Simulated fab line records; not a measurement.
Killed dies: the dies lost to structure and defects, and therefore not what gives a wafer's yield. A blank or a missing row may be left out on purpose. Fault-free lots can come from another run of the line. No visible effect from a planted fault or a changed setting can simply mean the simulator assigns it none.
Which tool did it? / flow gf180mcu / 42 wafers from 14 lots sampled at 3 of the route's 602 steps

## WHAT THE GAUGES SHOWED, per wafer
GF_V5_THK_MEAS_01. Usual: V5_CVD_00_THK gives 300 nm (standard deviation 3.2).
lot=L426; measured=day 26 15:22; on=filmMetro-02; V5_CVD_00_THK (nm)=305 304 301; flag=
lot=L428; measured=day 26 22:47; on=filmMetro-01; V5_CVD_00_THK (nm)=299 294 296; flag=
lot=L429; measured=day 27 12:38; on=filmMetro-01; V5_CVD_00_THK (nm)=300 300 298; flag=
lot=L435; measured=day 29 02:03; on=filmMetro-03; V5_CVD_00_THK (nm)=298 299 302; flag=
lot=L436; measured=day 29 06:15; on=filmMetro-01; V5_CVD_00_THK (nm)=299 294 299; flag=
lot=L437; measured=day 29 12:58; on=filmMetro-01; V5_CVD_00_THK (nm)=297 299 300; flag=
lot=L440; measured=day 30 17:28; on=filmMetro-02; V5_CVD_00_THK (nm)=299 302 300; flag=
lot=L441; measured=day 30 18:53; on=filmMetro-03; V5_CVD_00_THK (nm)=298 298 297; flag=
lot=L442; measured=day 31 06:11; on=filmMetro-02; V5_CVD_00_THK (nm)=303 301 303; flag=
lot=L443; measured=day 31 09:09; on=filmMetro-03; V5_CVD_00_THK (nm)=294 296 292; flag=
lot=L446; measured=day 32 03:01; on=filmMetro-01; V5_CVD_00_THK (nm)=301 308 307; flag=
lot=L447; measured=day 32 07:58; on=filmMetro-01; V5_CVD_00_THK (nm)=305 309 305; flag=
lot=L448; measured=day 32 12:43; on=filmMetro-03; V5_CVD_00_THK (nm)=301 299 299; flag=
lot=L449; measured=day 32 23:01; on=filmMetro-02; V5_CVD_00_THK (nm)=300 301 300; flag=

GF_V5_THK_MEAS_03. Usual: V5_CVD_02_THK gives 1452 nm (standard deviation 16).
lot=L426; measured=day 26 15:32; on=filmMetro-02; V5_CVD_02_THK (nm)=1443 1458 1456; flag=
lot=L428; measured=day 26 22:57; on=filmMetro-03; V5_CVD_02_THK (nm)=1462 1457 1480; flag=
lot=L429; measured=day 27 12:49; on=filmMetro-03; V5_CVD_02_THK (nm)=1425 1424 1449; flag=
lot=L435; measured=day 29 02:13; on=filmMetro-03; V5_CVD_02_THK (nm)=1445 1473 1468; flag=
lot=L436; measured=day 29 06:25; on=filmMetro-02; V5_CVD_02_THK (nm)=1453 1479 1459; flag=
lot=L437; measured=day 29 13:08; on=filmMetro-03; V5_CVD_02_THK (nm)=1455 1480 1467; flag=
lot=L440; measured=day 30 17:38; on=filmMetro-03; V5_CVD_02_THK (nm)=1443 1444 1460; flag=
lot=L441; measured=day 30 19:04; on=filmMetro-01; V5_CVD_02_THK (nm)=1451 1434 1464; flag=
lot=L442; measured=day 31 06:22; on=filmMetro-02; V5_CVD_02_THK (nm)=1436 1434 1420; flag=
lot=L443; measured=day 31 09:19; on=filmMetro-02; V5_CVD_02_THK (nm)=1454 1419 1465; flag=
lot=L446; measured=day 32 03:10; on=filmMetro-02; V5_CVD_02_THK (nm)=1466 1447 1454; flag=
lot=L447; measured=day 32 08:07; on=filmMetro-01; V5_CVD_02_THK (nm)=1441 1446 1465; flag=
lot=L448; measured=day 32 12:53; on=filmMetro-01; V5_CVD_02_THK (nm)=1458 1464 1488; flag=
lot=L449; measured=day 32 23:11; on=filmMetro-03; V5_CVD_02_THK (nm)=1452 1448 1466; flag=

GF_TOP_METAL_RS_MEAS_05: measurement is done with a four-point probe. Usual: TOP_METAL_ALCU_RS gives 0.0328 ohm/sq (standard deviation 0.00037).
lot=L426; measured=day 27 14:14; on=filmMetro-02; TOP_METAL_ALCU_RS (ohm/sq)=0.0323 0.0324 0.0326; flag=
lot=L428; measured=day 27 22:08; on=filmMetro-04; TOP_METAL_ALCU_RS (ohm/sq)=0.0333 0.0332 0.0333; flag=
lot=L429; measured=day 28 10:20; on=filmMetro-02; TOP_METAL_ALCU_RS (ohm/sq)=0.0331 0.0330 0.0328; flag=
lot=L435; measured=day 29 23:17; on=filmMetro-04; TOP_METAL_ALCU_RS (ohm/sq)=0.0331 0.0333 0.0331; flag=
lot=L436; measured=day 30 03:19; on=filmMetro-03; TOP_METAL_ALCU_RS (ohm/sq)=0.0326 0.0327 0.0326; flag=
lot=L437; measured=day 30 10:14; on=filmMetro-03; TOP_METAL_ALCU_RS (ohm/sq)=0.0324 0.0321 0.0322; flag=
lot=L440; measured=day 31 13:23; on=filmMetro-04; TOP_METAL_ALCU_RS (ohm/sq)=0.0328 0.0328 0.0326; flag=
lot=L441; measured=day 31 15:10; on=filmMetro-02; TOP_METAL_ALCU_RS (ohm/sq)=0.0334 0.0333 0.0332; flag=
lot=L442; measured=day 32 01:53; on=filmMetro-03; TOP_METAL_ALCU_RS (ohm/sq)=0.0333 0.0329 0.0332; flag=
lot=L443; measured=day 32 04:37; on=filmMetro-03; TOP_METAL_ALCU_RS (ohm/sq)=0.0327 0.0328 0.0330; flag=
lot=L446; measured=day 32 21:41; on=filmMetro-04; TOP_METAL_ALCU_RS (ohm/sq)=0.0330 0.0328 0.0331; flag=
lot=L447; measured=day 33 02:27; on=filmMetro-03; TOP_METAL_ALCU_RS (ohm/sq)=0.0323 0.0325 0.0323; flag=
lot=L448; measured=day 33 07:22; on=filmMetro-04; TOP_METAL_ALCU_RS (ohm/sq)=0.0325 0.0325 0.0325; flag=
lot=L449; measured=day 33 17:25; on=filmMetro-03; TOP_METAL_ALCU_RS (ohm/sq)=0.0327 0.0323 0.0325; flag=

## TOOL THAT RAN EACH LOT (tool first, then ch and the chambers of the sampled wafers, then the start)
The record holds no process step before these readings.

## WHAT THE TOOLS THEMSELVES READ (means of the sampled wafers that have a number; where no wafer has one, the mark that the record gives instead)
The record holds no such reading with a usual standard deviation.

## THE ANSWER, worked out from the rows above alone
Rule: lot off if the mean of its wafers having a number is beyond 3 standard deviations from the usual mean. Also off: a lot with no number at a reading for which 4 or more lots have one. Where the step has rows for the other lots, those lots are counted as sound. First the gauges in route order, then the tools' own readings, where a lot's mean is used as printed above. The first step at which some lot is off is used, and at that step the reading that is off furthest; a lot without a number counts as furthest.
No lot is off on any of the readings shown, so nothing can be concluded from this.

## WHAT THE SIMULATOR PUT IN
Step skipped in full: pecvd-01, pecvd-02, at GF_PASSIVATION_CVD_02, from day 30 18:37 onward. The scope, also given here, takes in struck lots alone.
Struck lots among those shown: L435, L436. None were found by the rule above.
